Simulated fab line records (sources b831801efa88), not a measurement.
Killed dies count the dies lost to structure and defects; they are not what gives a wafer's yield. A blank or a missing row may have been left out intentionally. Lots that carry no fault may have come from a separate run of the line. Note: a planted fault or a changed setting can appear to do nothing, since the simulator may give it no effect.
Struck lot and sound lot, side by side -- flow sky130 -- 17 steps out of a route of 708
Sound: these wafers, L395.2, L395.3, L395.5. Wafers struck: L399.1, L399.4, L399.5. The cause is named last.
Per side, at each step with rows, come the tool, then ch with its chambers, and then its first start. Under that, the readings that differ: sound wafers -- struck wafers -- difference of the means -- sigmas: that difference in standard deviations of wafers without a fault.
alike: words and numbers the same on both sides, and readings whose means are apart by under 2 such deviations; not compared: readings that were withheld, readings missing a value for some wafer, numbers with overlapping values and no deviation given by the record, and bounds like >300 which may hide the same value.
The two part at a step that has a row with sigmas, a row that says differs or no value, or rows on one side only. Numbers that have no deviation but don't overlap get no sigmas and don't part them. Lack of a reading on every wafer of one side parts them only where that side has two or more wafers.

first, 9 steps without rows for these wafers: SKY_CAP2M_CLEAN_17 (cleans in O3/DIW); SKY_METAL4_DEHYDRATE_05 (time 60 s); SKY_METAL4_HMDS_06 (prime time 60 s); SKY_METAL4_COAT_07 (resist thk 60 nm); SKY_METAL4_COAT_08 (resist thk 1140 nm); SKY_METAL4_SOFTBAKE_09 (time 90 s); SKY_METAL4_EXPOSE_10 (exposes mask MM4, target cd 300 nm); SKY_METAL4_PEB_11; SKY_METAL4_DEVELOP_12 (develop time 60 s).
SKY_METAL4_CD_MEAS_13 targets a cd of 300 nm.
  sound on cd-sem-01 at day 44 00:04; struck on cd-sem-01 at day 45 00:41
reading,sound,struck,difference,sigmas
cd-nm (nm),300.2 300.5 298.7,296.6 296.4 297.0,-3.1,-2
SKY_METAL4_OVL_MEAS_14:
  sound on overlay-02 at day 44 00:10; struck on overlay-02 at day 45 00:49
  alike: METAL4_OVL
SKY_METAL4_DESCUM_15: chemistry O2, time 8 s.
  sound on rie-metal-04 ch 0,1, day 44 00:12; struck on rie-metal-02 ch 1, day 45 00:51
reading,sound,struck,difference,sigmas
drypump-motor-current-A (A),6.5 6.5 6.2,5.4 5.4 5.5,-1.0,-3
  alike: he-backside-leak-sccm, oes-product-au
  not compared: rf-hours-counter-h
SKY_METAL4_ETCH_16: etches BARC in N2/H2, stops on SiO2, time 88.2 s, target depth 60 nm.
  sound on rie-metal-04 ch 0,1, day 44 00:14; struck on rie-metal-02 ch 1, day 45 00:53
reading,sound,struck,difference,sigmas
drypump-motor-current-A (A),6.5 6.5 6.1,5.4 5.4 5.4,-1.0,-3
oes-product-au (a.u.),0.633 0.627 0.623,0.581 0.576 0.579,-0.049,-11
run-length-s (s),116.8 116.9 116.8,137.6 137.9 137.5,+20.8,+55
model.KrF-thick_of_METAL4_COAT_08.thk-nm (nm),1083 1078 1084,1066 1060 1066,-18,
model.METAL4.cd-nm (nm),298.8 298.9 296.5,292.9 293.3 294,-4.7,
model.SiO2_of_CAP2M_CVD_00.thk-nm (nm),15.42 15.49 15.67,14.16 15.04 14.6,-0.93,
  alike: he-backside-leak-sccm, throttle-valve-pct
  not compared: rf-hours-counter-h
SKY_METAL4_ETCH_17: etches SiO2 in C4F8/O2/Ar, stops on TiN, time 3.9 s, target depth 15 nm.
  sound on rie-diel-04 ch 0,2, day 44 00:20; struck on rie-diel-02 ch 0,1,2, day 45 00:59
reading,sound,struck,difference,sigmas
oes-product-au (a.u.),0.752 0.749 0.755,0.716 0.745 0.733,-0.021,-3
model.METAL4.cd-nm (nm),298.6 299 296.4,293 293.3 293.9,-5,
model.etch.depth-nm (nm),15.42 15.49 15.67,14.16 15.04 14.6,-0.93,
  not compared: rf-hours-counter-h
SKY_METAL4_METAL_ETCH_18: etches the open film in Cl2/BCl3, stops on SiO2, target depth 845 nm, time 183.1 s.
  sound on rie-metal-03 ch 0,1, day 44 00:21; struck on rie-metal-03 ch 0,1, day 45 01:00
  alike: drypump-motor-current-A, he-backside-leak-sccm, oes-product-au, run-length-s, throttle-valve-pct
  not compared: rf-hours-counter-h, model.KrF-thick_of_METAL4_COAT_08.thk-nm
SKY_METAL4_STRIP_19: strips in O2/N2.
  sound on plasma-asher-02 ch 0, day 44 00:33; struck on plasma-asher-03 ch 0,1, day 45 01:11
  alike: drypump-motor-current-A, oes-product-au, strip-time-to-endpoint-s
  not compared: rf-hours-counter-h
-- the record jumps here: 4 days lie between the struck wafers' starts before and after (it left off in module METAL4 and takes up again in module PAD_OPEN, whose first step shown is number 708 of the route) --
SKY_PAD_OPEN_PROBE_99:
  sound on prober-01 at day 47 18:53; struck on prober-02 at day 48 15:30
  alike: defect-limited-yield, killed_at_M0_to_M3, killed_at_M4_up, killed-at-contacts, killed-at-front-end, killed-at-other, killed-dies, killed-open, killed-short, sort_bin_3_pad_short, sort_bin_5_function, sort_bin_6_memory, sort-n-pass, sort-yield-pct

WHERE THEY PART
At SKY_METAL4_CD_MEAS_13 first; at SKY_METAL4_ETCH_17 last (within this record only). Later steps at which nothing parts them and some readings are alike: SKY_METAL4_METAL_ETCH_18, SKY_METAL4_STRIP_19, SKY_PAD_OPEN_PROBE_99.

WHY: the cause the simulator had injected
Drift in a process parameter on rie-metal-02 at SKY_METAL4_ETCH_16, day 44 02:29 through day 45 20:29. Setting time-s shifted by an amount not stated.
